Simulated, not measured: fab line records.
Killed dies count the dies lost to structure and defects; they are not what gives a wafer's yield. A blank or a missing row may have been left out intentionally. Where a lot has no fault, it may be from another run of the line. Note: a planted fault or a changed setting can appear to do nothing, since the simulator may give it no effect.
Code-filled problem report in 8D (eight disciplines) form + flow sky130 + the parts of the form that need people (team, actions taken, sign-off) are left out

1. THE PROBLEM
Wafers without a fault read 364 s, standard deviation 3.7; run_length_s at SKY_GATE_OXIDE_WET_ETCH_12 reads a mean of 120 s on 6 wafers belonging to 2 lots. That puts it -66 standard deviations away from the usual mean.
The step: etches SiO2 in dHF, target depth 16.8 nm, time 336 s.
Seen first at day 19 19:20 on wet_bench-02, wafer L538.3. Wafers with a number at this step in the record: 36, from 12 lots. The rule behind "out" and "out of limits": a value lying over 4 standard deviations away from the usual mean. The other wafers with a number count as sound.

2. WHAT IT IS; WHAT IT IS NOT
| question                    | is                     | is not                                                                    |
|-----------------------------|------------------------|---------------------------------------------------------------------------|
| which readings at this step | run_length_s           | -                                                                         |
| which lots                  | L538, L539             | L521, L524, L528, L529, L530, L533, L534, L536, L543, L544                |
| which wafers of those lots  | all that have a number | -                                                                         |
| read on which tools         | wet_bench-02           | wet_bench-03, wet_bench-04                                                |
| when                        | from day 19 19:20      | up to then (24 sound wafers); but 6 sound wafers of L543, L544 came after |

3. WHAT RULES OUT EACH SUSPECT
Counting: a tool stays on the suspect list if, at a process step up to the reading, it processed all lots that are out and no sound lot following the first of them.
- plasma_asher-03 at SKY_VT_ADJUST_PCH_STRIP_09 (strips in O2/N2): ruled out as a lasting fault. Sound lots L544 ran on it after its first lot that is out, L538 (day 15 19:52).
- rie_diel-04 at SKY_SONOS_ONO_ETCH_15 (etches the open film in CHF3/O2, target depth 19.52 nm, time 7.8 s): kept. All lots that are out passed through it, beginning with L538 at day 18 10:42, and no sound lot followed; its final sound lot before that point was L536 at day 17 21:02.
- wet_bench-02 at SKY_GATE_OXIDE_WET_ETCH_12 (etches SiO2 in dHF, target depth 16.8 nm, time 336 s): kept. All lots that are out passed through it, beginning with L538 at day 19 19:20, and no sound lot followed; its final sound lot before that point was L536 at day 19 06:03. Out on those wafers are its own readings of run_length_s.
Remaining after the count are rie_diel-04 at SKY_SONOS_ONO_ETCH_15 and wet_bench-02 at SKY_GATE_OXIDE_WET_ETCH_12.

4. THE CAUSE (what the simulator had put in)
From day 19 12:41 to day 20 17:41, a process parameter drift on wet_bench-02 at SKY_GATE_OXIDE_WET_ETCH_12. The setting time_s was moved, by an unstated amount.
2 suspects survive the count, and this tool is in that group.

5. SEQUENCE OF EFFECTS, ordered by route
One row per reading whose mean, taken over the struck wafers that have a number, lies over 3 standard deviations from the usual. Scope: only readings with a usual standard deviation given in the record; hours: median across lots of the time from each lot's start at the first step in this table that gives one to its start at this step; sigmas: change in usual standard deviations.
| hours | step                       | reading             | usual | on struck wafers | change | sigmas |
|-------|----------------------------|---------------------|-------|------------------|--------|--------|
| 0     | SKY_GATE_OXIDE_WET_ETCH_12 | run_length_s        | 364 s | 120              | -244   | -66    |
| 718   | SKY_PAD_OPEN_PROBE_99      | killed_at_front_end | 15    | 417              | +402   | +82    |
| 718   | SKY_PAD_OPEN_PROBE_99      | killed_dies         | 86    | 492              | +406   | +37    |
| 718   | SKY_PAD_OPEN_PROBE_99      | killed_on_rim       | 17    | 96               | +79    | +21    |
Here are the process steps it includes:
- SKY_GATE_OXIDE_WET_ETCH_12: etches SiO2 in dHF, target depth 16.8 nm, time 336 s.
- SKY_PAD_OPEN_PROBE_99

6. HOW IT WOULD HAVE BEEN CAUGHT EARLIER
7 hours passed between the start of the fault at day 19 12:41 and the first reading out of limits in this record, taken at day 19 19:20.
